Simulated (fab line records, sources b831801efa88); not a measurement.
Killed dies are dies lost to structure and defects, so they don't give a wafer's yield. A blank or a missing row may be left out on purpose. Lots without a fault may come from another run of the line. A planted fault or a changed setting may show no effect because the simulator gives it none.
Split-lot experiment | flow sky130 | 5 lots, 23 wafers read, on a route of 708 steps

THE SPLIT
At SKY_VIA3_ETCH_15 (etches SiO2 in C4F8/O2/Ar, stops on TiN, target depth 507 nm, time 78 s), the setting time_s was moved away from the recipe's 78 s on 10 of the 23 wafers read, by -8.3% to +11.8%. The other wafers ran this setting at the recipe's value.

The reading is taken at the split's own step.

THE READING
KrF-thick_of_VIA3_COAT_07.thk_nm (the simulator's own value, which no gauge read), in nm, at SKY_VIA3_ETCH_15 (etches SiO2 in C4F8/O2/Ar, stops on TiN, target depth 507 nm, time 78 s). The file gives no usual value for it. The 13 wafers here that ran the recipe average 291.0 nm, standard deviation 3 nm.

wafer  | tool, chamber at the split | time_s as run, s | against the recipe | KrF-thick_of_VIA3_COAT_07.thk_nm, nm | against lot-mates on the recipe
L075.1 | rie_diel-03, 1             | 73.17            | -6.2%              | 296.8                                | +5.8
L075.2 | rie_diel-03, 3             | 73.17            | -6.2%              | 296.9                                | +5.9
L075.3 | rie_diel-03, 0             | 78               | recipe             | 289.4                                | -
L075.4 | rie_diel-03, 2             | 78               | recipe             | 292.7                                | -
L075.6 | rie_diel-03, 2             | 73.17            | -6.2%              | 298.2                                | +7.2
L078.1 | rie_diel-03, 3             | 78               | recipe             | 286.7                                | -
L078.2 | rie_diel-03, 2             | 72.3             | -7.3%              | 297.3                                | +10.1
L078.3 | rie_diel-03, 1             | 72.3             | -7.3%              | 296.2                                | +9.0
L078.4 | rie_diel-03, 0             | 78               | recipe             | 287.1                                | -
L078.6 | rie_diel-03, 1             | 78               | recipe             | 287.7                                | -
L079.2 | rie_diel-01, 0             | 71.5             | -8.3%              | 300.7                                | +6.4
L079.3 | rie_diel-01, 2             | 71.5             | -8.3%              | 304.9                                | +10.6
L079.4 | rie_diel-01, 1             | 78               | recipe             | 292.9                                | -
L079.5 | rie_diel-01, 2             | 78               | recipe             | 294.9                                | -
L079.6 | rie_diel-01, 3             | 78               | recipe             | 295                                  | -
L080.1 | rie_diel-03, 1             | 78               | recipe             | 289.2                                | -
L080.5 | rie_diel-03, 0             | 78               | recipe             | 288.3                                | -
L080.6 | rie_diel-03, 1             | 78               | recipe             | 291.4                                | -
L081.1 | rie_diel-01, 2             | 87.21            | +11.8%             | 281.9                                | -12.1
L081.2 | rie_diel-01, 3             | 78               | recipe             | 293.3                                | -
L081.4 | rie_diel-01, 0             | 87.21            | +11.8%             | 279.8                                | -14.2
L081.5 | rie_diel-01, 1             | 87.21            | +11.8%             | 280.5                                | -13.5
L081.6 | rie_diel-01, 2             | 78               | recipe             | 294.7                                | -

THE FIT
A straight line over all 23 wafers: KrF-thick_of_VIA3_COAT_07.thk_nm changes by -0.97 nm for each +1% of time_s; r = -0.91; the points scatter about the line by 2.8 nm.
The same after taking each lot's own level away (the mean of its wafers on the recipe; 23 wafers): -1.12 nm for each +1%; r = -0.98; scatter 1.3 nm.
On that fit, the largest move of time_s shifts the reading by 13 nm.
The lots' own levels span 287.17 to 294.27 nm, that is 2.4 times the standard deviation above.
So the lot-to-lot level changes the slope: the two fits differ.
Check: with one of the wafers moved furthest among these (+11.8%) left out of the fit, the line predicts -13.6 nm for it against its lot-mates. It came out at -12.1 nm against them.

OTHER SPLITS ON THESE WAFERS
These wafers also went through other splits before the reading. Each is held against what the fit with the lots' levels taken away leaves over:
other split on the same wafers  | wafers away from the commonest value | r with KrF-thick_of_VIA3_COAT_07.thk_nm (lot level and that fit taken away)
SKY_CAPM_COAT_07 resist_thk_nm  | 10                                   | +0.06
SKY_METAL3_EXPOSE_10 dose_mj    | 11                                   | -0.12
SKY_METAL3_METAL_ETCH_18 time_s | 9                                    | -0.08

THE WHOLE CHAIN: every reading that the file lists as answering this split, in the file's order
step              | what it does                                                            | reading                                                                           | change (the file's fit)              | r (the file's)
SKY_VIA3_ETCH_15  | etches SiO2 in C4F8/O2/Ar, stops on TiN, target depth 507 nm, time 78 s | KrF-thick_of_VIA3_COAT_07.thk_nm (the simulator's own value, which no gauge read) | -1.12 nm for each +1% of the setting | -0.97
SKY_VIA3_STRIP_16 | strips in O2/N2                                                         | strip_time_to_endpoint_s                                                          | withheld for each +1% of the setting | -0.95

THE FILE'S OWN FIT
KrF-thick_of_VIA3_COAT_07.thk_nm changes by -1.12 nm for each +1% of time_s, r = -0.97.
